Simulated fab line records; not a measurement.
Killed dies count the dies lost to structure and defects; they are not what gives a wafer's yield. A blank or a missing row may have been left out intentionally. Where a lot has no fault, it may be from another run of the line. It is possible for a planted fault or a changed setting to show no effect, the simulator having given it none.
The tool behind it: which one? :: flow sky130 :: Sampling: 11 lots, 33 wafers, 7 of 708 route steps

== WHAT THE GAUGES SHOWED, per wafer ==
SKY_LDD_HVP_OVL_MEAS_07. Usual: for LDD_HVP_OVL the level is 0.4 nm and the standard deviation is 1.5.
lot: L394
measured: day 22 11:26
on: overlay-01
LDD_HVP_OVL (nm): -0.8 -2.6 -0.4
flag: 

lot: L393
measured: day 22 11:35
on: overlay-02
LDD_HVP_OVL (nm): -1.2 -1.6 -2.3
flag: 

lot: L396
measured: day 22 18:05
on: overlay-01
LDD_HVP_OVL (nm): -2.6 0.0 -0.2
flag: 

lot: L399
measured: day 24 10:38
on: overlay-01
LDD_HVP_OVL (nm): 1.5 1.0 1.7
flag: 

lot: L400
measured: day 24 11:05
on: overlay-01
LDD_HVP_OVL (nm): 0.9 1.5 -2.2
flag: 

lot: L401
measured: day 25 02:54
on: overlay-01
LDD_HVP_OVL (nm): 1.4 -1.8 1.7
flag: 

lot: L403
measured: day 30 04:32
on: overlay-01
LDD_HVP_OVL (nm): 0.2 1.5 0.4
flag: 

lot: L410
measured: day 30 05:53
on: overlay-01
LDD_HVP_OVL (nm): 0.1 -0.5 0.6
flag: 

lot: L412
measured: day 30 07:29
on: overlay-01
LDD_HVP_OVL (nm): -1.5 -0.6 0.5
flag: 

lot: L407
measured: day 30 08:56
on: overlay-01
LDD_HVP_OVL (nm): -0.4 -0.6 -0.6
flag: 

lot: L414
measured: day 30 10:11
on: overlay-02
LDD_HVP_OVL (nm): -1.3 1.1 0.6
flag: 

SKY_LDD_HVP_TW_MEAS_10. Usual: for LDD_HVP_TW the level is 456 and the standard deviation is 3.5.
lot: L394
measured: day 22 11:44
on: film_metro-01
LDD_HVP_TW: 457 458 457
flag: 

lot: L393
measured: day 22 11:53
on: film_metro-02
LDD_HVP_TW: 458 459 459
flag: 

lot: L396
measured: day 22 18:22
on: film_metro-02
LDD_HVP_TW: 456 461 456
flag: 

lot: L399
measured: day 24 10:56
on: film_metro-02
LDD_HVP_TW: 460 457 457
flag: 

lot: L400
measured: day 24 11:22
on: film_metro-02
LDD_HVP_TW: 459 461 459
flag: 

lot: L401
measured: day 25 03:12
on: film_metro-03
LDD_HVP_TW: 446 447 447
flag: 

lot: L403
measured: day 30 04:49
on: film_metro-02
LDD_HVP_TW: 457 454 455
flag: 

lot: L410
measured: day 30 06:10
on: film_metro-01
LDD_HVP_TW: 457 461 458
flag: 

lot: L412
measured: day 30 07:46
on: film_metro-02
LDD_HVP_TW: 455 455 456
flag: 

lot: L407
measured: day 30 09:13
on: film_metro-01
LDD_HVP_TW: 459 459 458
flag: 

lot: L414
measured: day 30 10:28
on: film_metro-01
LDD_HVP_TW: 459 457 458
flag: 

SKY_POLY_CUT_CD_MEAS_08: the cd target is 270 nm. Usual: cd_nm at 269.8 nm, with a standard deviation of 1.4.
lot: L394
measured: day 25 13:57
on: cd_sem-02
cd_nm (nm): 268.5 268.1 268.4
flag: 

lot: L393
measured: day 25 14:03
on: cd_sem-02
cd_nm (nm): 270.7 268.9 269.5
flag: 

lot: L396
measured: day 25 13:47
on: cd_sem-02
cd_nm (nm): 269.6 267.9 269.2
flag: 

lot: L399
measured: day 27 02:03
on: cd_sem-01
cd_nm (nm): 270.0 270.3 270.7
flag: 

lot: L400
measured: day 27 05:02
on: cd_sem-01
cd_nm (nm): 271.2 272.1 270.5
flag: 

lot: L401
measured: day 27 14:17
on: cd_sem-01
cd_nm (nm): 271.6 271.5 270.4
flag: 

lot: L403
measured: day 32 15:29
on: cd_sem-01
cd_nm (nm): 270.1 271.1 271.2
flag: 

lot: L410
measured: day 32 16:11
on: cd_sem-02
cd_nm (nm): 271.4 272.3 270.1
flag: 

lot: L412
measured: day 32 18:20
on: cd_sem-01
cd_nm (nm): 270.6 270.0 270.5
flag: 

lot: L407
measured: day 32 19:20
on: cd_sem-01
cd_nm (nm): 270.2 269.6 268.6
flag: 

lot: L414
measured: day 32 20:20
on: cd_sem-01
cd_nm (nm): 269.7 269.2 269.2
flag: 

SKY_SD_P_TW_MEAS_11. Usual: for SD_P_TW the level is 2820 and the standard deviation is 27.
lot: L394
measured: day 26 20:11
on: film_metro-03
SD_P_TW: 2784 2780 2794
flag: 

lot: L393
measured: day 26 20:20
on: film_metro-02
SD_P_TW: 2826 2843 2833
flag: 

lot: L396
measured: day 26 19:52
on: film_metro-04
SD_P_TW: 2849 2843 2849
flag: 

lot: L399
measured: day 28 06:53
on: film_metro-03
SD_P_TW: 2804 2811 2799
flag: 

lot: L400
measured: day 28 09:20
on: film_metro-03
SD_P_TW: 2790 2804 2812
flag: 

lot: L401
measured: day 28 18:31
on: film_metro-04
SD_P_TW: 2863 2862 2864
flag: 

lot: L403
measured: day 33 17:59
on: film_metro-03
SD_P_TW: 2781 2791 2791
flag: 

lot: L410
measured: day 33 19:23
on: film_metro-02
SD_P_TW: 2813 2825 2824
flag: 

lot: L412
measured: day 33 20:53
on: film_metro-04
SD_P_TW: 3056 3054 3042
flag: OFF

lot: L407
measured: day 33 21:59
on: film_metro-04
SD_P_TW: 3049 3048 3071
flag: OFF

lot: L414
measured: day 33 22:49
on: film_metro-04
SD_P_TW: 2845 2839 2849
flag: 

SKY_SD_N_RS_MEAS_17: uses a four-point probe to measure. Usual: for SD_P_RS the level is 147.1 ohm/sq and the standard deviation is 0.37.
lot: L394
measured: day 29 05:07
on: film_metro-03
SD_P_RS (ohm/sq): 148.0 147.7 147.6
flag: 

lot: L393
measured: day 29 05:22
on: film_metro-04
SD_P_RS (ohm/sq): 147.2 146.8 147.6
flag: 

lot: L396
measured: day 29 04:41
on: film_metro-04
SD_P_RS (ohm/sq): 147.1 146.8 147.0
flag: 

lot: L399
measured: day 30 15:25
on: film_metro-02
SD_P_RS (ohm/sq): 146.1 147.1 146.5
flag: 

lot: L400
measured: day 30 18:17
on: film_metro-04
SD_P_RS (ohm/sq): 146.7 146.4 146.2
flag: 

lot: L401
measured: day 31 02:27
on: film_metro-04
SD_P_RS (ohm/sq): 146.7 146.4 146.7
flag: 

lot: L403
measured: day 35 20:33
on: film_metro-02
SD_P_RS (ohm/sq): 147.0 147.9 147.3
flag: 

lot: L410
measured: day 35 22:19
on: film_metro-02
SD_P_RS (ohm/sq): 146.9 147.3 147.6
flag: 

lot: L412
measured: day 36 00:47
on: film_metro-03
SD_P_RS (ohm/sq): 140.7 140.6 140.3
flag: OFF

lot: L407
measured: day 36 02:20
on: film_metro-04
SD_P_RS (ohm/sq): 140.8 140.3 140.9
flag: OFF

lot: L414
measured: day 36 03:57
on: film_metro-04
SD_P_RS (ohm/sq): 147.1 146.7 146.8
flag: 

== EACH LOT AND THE TOOL THAT RAN IT (in order: tool; ch and the chambers of the sampled wafers; start) ==
lot: L394
SKY_SD_P_IMPLANT_09: implanter-02 ch 0, day 26 19:58
SKY_SD_P_STRIP_10: plasma_asher-02 ch 0,1, day 26 20:06

lot: L393
SKY_SD_P_IMPLANT_09: implanter-02 ch 0, day 26 20:06
SKY_SD_P_STRIP_10: plasma_asher-02 ch 0,1, day 26 20:13

lot: L396
SKY_SD_P_IMPLANT_09: implanter-02 ch 0, day 26 19:37
SKY_SD_P_STRIP_10: plasma_asher-04 ch 0, day 26 19:46

lot: L399
SKY_SD_P_IMPLANT_09: implanter-03 ch 0, day 28 06:37
SKY_SD_P_STRIP_10: plasma_asher-04 ch 0,1, day 28 06:44

lot: L400
SKY_SD_P_IMPLANT_09: implanter-03 ch 0, day 28 09:05
SKY_SD_P_STRIP_10: plasma_asher-04 ch 0,1, day 28 09:14

lot: L401
SKY_SD_P_IMPLANT_09: implanter-03 ch 0, day 28 18:19
SKY_SD_P_STRIP_10: plasma_asher-02 ch 0,1, day 28 18:25

lot: L403
SKY_SD_P_IMPLANT_09: implanter-02 ch 0, day 33 17:44
SKY_SD_P_STRIP_10: plasma_asher-01 ch 0,1, day 33 17:53

lot: L410
SKY_SD_P_IMPLANT_09: implanter-02 ch 0, day 33 19:08
SKY_SD_P_STRIP_10: plasma_asher-02 ch 0,1, day 33 19:17

lot: L412
SKY_SD_P_IMPLANT_09: implanter-03 ch 0, day 33 20:38
SKY_SD_P_STRIP_10: plasma_asher-01 ch 0,1, day 33 20:47

lot: L407
SKY_SD_P_IMPLANT_09: implanter-03 ch 0, day 33 21:44
SKY_SD_P_STRIP_10: plasma_asher-01 ch 0,1, day 33 21:53

lot: L414
SKY_SD_P_IMPLANT_09: implanter-02 ch 0, day 33 22:34
SKY_SD_P_STRIP_10: plasma_asher-02 ch 0,1, day 33 22:43
- SKY_SD_P_IMPLANT_09
- SKY_SD_P_STRIP_10: strips in O2/N2.

== AS READ BY THE TOOLS THEMSELVES (means over the sampled wafers that have a number; for cases with no such wafer, the mark the record gives instead) ==
SKY_SD_P_IMPLANT_09. Usual: beam_on_s 12.63 s, standard deviation 0.27; dose_ions_cm2 2.9999e+15, standard deviation 3e+12.
lot: L394
tool: implanter-02
beam_on_s (s): 12.87
dose_ions_cm2: 2.9968e+15
flag: 

lot: L393
tool: implanter-02
beam_on_s (s): 12.69
dose_ions_cm2: 2.9984e+15
flag: 

lot: L396
tool: implanter-02
beam_on_s (s): 12.72
dose_ions_cm2: 3.0013e+15
flag: 

lot: L399
tool: implanter-03
beam_on_s (s): 12.67
dose_ions_cm2: 3.0002e+15
flag: 

lot: L400
tool: implanter-03
beam_on_s (s): 12.38
dose_ions_cm2: 3.0003e+15
flag: 

lot: L401
tool: implanter-03
beam_on_s (s): 12.31
dose_ions_cm2: 3.0018e+15
flag: 

lot: L403
tool: implanter-02
beam_on_s (s): 12.73
dose_ions_cm2: 2.9985e+15
flag: 

lot: L410
tool: implanter-02
beam_on_s (s): 12.57
dose_ions_cm2: 3.0020e+15
flag: 

lot: L412
tool: implanter-03
beam_on_s (s): 20.21
dose_ions_cm2: 4.7776e+15
flag: OFF

lot: L407
tool: implanter-03
beam_on_s (s): 20.28
dose_ions_cm2: 4.7782e+15
flag: OFF

lot: L414
tool: implanter-02
beam_on_s (s): 12.71
dose_ions_cm2: 3.0002e+15
flag: 

SKY_SD_P_STRIP_10. Usual: drypump_motor_current_A 5.5 A, standard deviation 0.35; n2_flow_sccm 299.9 sccm, standard deviation 0.96; oes_product_au 0.618 a.u., standard deviation 0.0051; strip_time_to_endpoint_s 17.49 s, standard deviation 0.04.
lot: L394
tool: plasma_asher-02
drypump_motor_current_A (A): 5.5
n2_flow_sccm (sccm): 299.4
oes_product_au (a.u.): 0.622
strip_time_to_endpoint_s (s): 17.53
flag: 

lot: L393
tool: plasma_asher-02
drypump_motor_current_A (A): 5.5
n2_flow_sccm (sccm): 299.2
oes_product_au (a.u.): 0.615
strip_time_to_endpoint_s (s): 17.54
flag: 

lot: L396
tool: plasma_asher-04
drypump_motor_current_A (A): 5.7
n2_flow_sccm (sccm): 299.0
oes_product_au (a.u.): 0.612
strip_time_to_endpoint_s (s): 17.48
flag: 

lot: L399
tool: plasma_asher-04
drypump_motor_current_A (A): 5.7
n2_flow_sccm (sccm): 299.7
oes_product_au (a.u.): 0.619
strip_time_to_endpoint_s (s): 17.51
flag: 

lot: L400
tool: plasma_asher-04
drypump_motor_current_A (A): 5.7
n2_flow_sccm (sccm): 300.1
oes_product_au (a.u.): 0.613
strip_time_to_endpoint_s (s): 17.51
flag: 

lot: L401
tool: plasma_asher-02
drypump_motor_current_A (A): 5.5
n2_flow_sccm (sccm): 300.6
oes_product_au (a.u.): 0.614
strip_time_to_endpoint_s (s): 17.46
flag: 

lot: L403
tool: plasma_asher-01
drypump_motor_current_A (A): 5.1
n2_flow_sccm (sccm): 300.1
oes_product_au (a.u.): 0.614
strip_time_to_endpoint_s (s): 17.50
flag: 

lot: L410
tool: plasma_asher-02
drypump_motor_current_A (A): 5.4
n2_flow_sccm (sccm): 300.1
oes_product_au (a.u.): 0.614
strip_time_to_endpoint_s (s): 17.44
flag: 

lot: L412
tool: plasma_asher-01
drypump_motor_current_A (A): 5.5
n2_flow_sccm (sccm): 299.4
oes_product_au (a.u.): 0.597
strip_time_to_endpoint_s (s): 18.44
flag: OFF

lot: L407
tool: plasma_asher-01
drypump_motor_current_A (A): 5.1
n2_flow_sccm (sccm): 299.9
oes_product_au (a.u.): 0.599
strip_time_to_endpoint_s (s): 18.48
flag: OFF

lot: L414
tool: plasma_asher-02
drypump_motor_current_A (A): 5.4
n2_flow_sccm (sccm): 300.0
oes_product_au (a.u.): 0.619
strip_time_to_endpoint_s (s): 17.45
flag: 

== THE ANSWER, worked out from the rows above alone ==
Rule: take the mean of a lot's wafers that have a number; if it is more than 3 standard deviations from the usual mean, the lot is off. Also off: a lot with no number at a reading for which 4 or more lots have one. Where the step has rows for the other lots, those lots are counted as sound. The gauges are gone through in route order, then the tools' own readings, and for those a lot's mean is taken as printed above. At the first step where some lot is off, the reading lying furthest off is the one used; lots without a number count as furthest.
Off: at SKY_SD_P_TW_MEAS_11 (SD_P_TW), L412, L407.
If a tool, at a process step before that reading, ran all the lots that are off and no sound lot after the first of them, it fits. The gauges at SKY_SD_P_TW_MEAS_11 aren't tried: what is off there is off at SKY_SD_P_IMPLANT_09 too, on other tools, and a gauge's error can't cause that. This does not decide it: 2 tools fit, namely implanter-03 at SKY_SD_P_IMPLANT_09 and plasma_asher-01 at SKY_SD_P_STRIP_10.

== WHAT THE SIMULATOR PUT IN ==
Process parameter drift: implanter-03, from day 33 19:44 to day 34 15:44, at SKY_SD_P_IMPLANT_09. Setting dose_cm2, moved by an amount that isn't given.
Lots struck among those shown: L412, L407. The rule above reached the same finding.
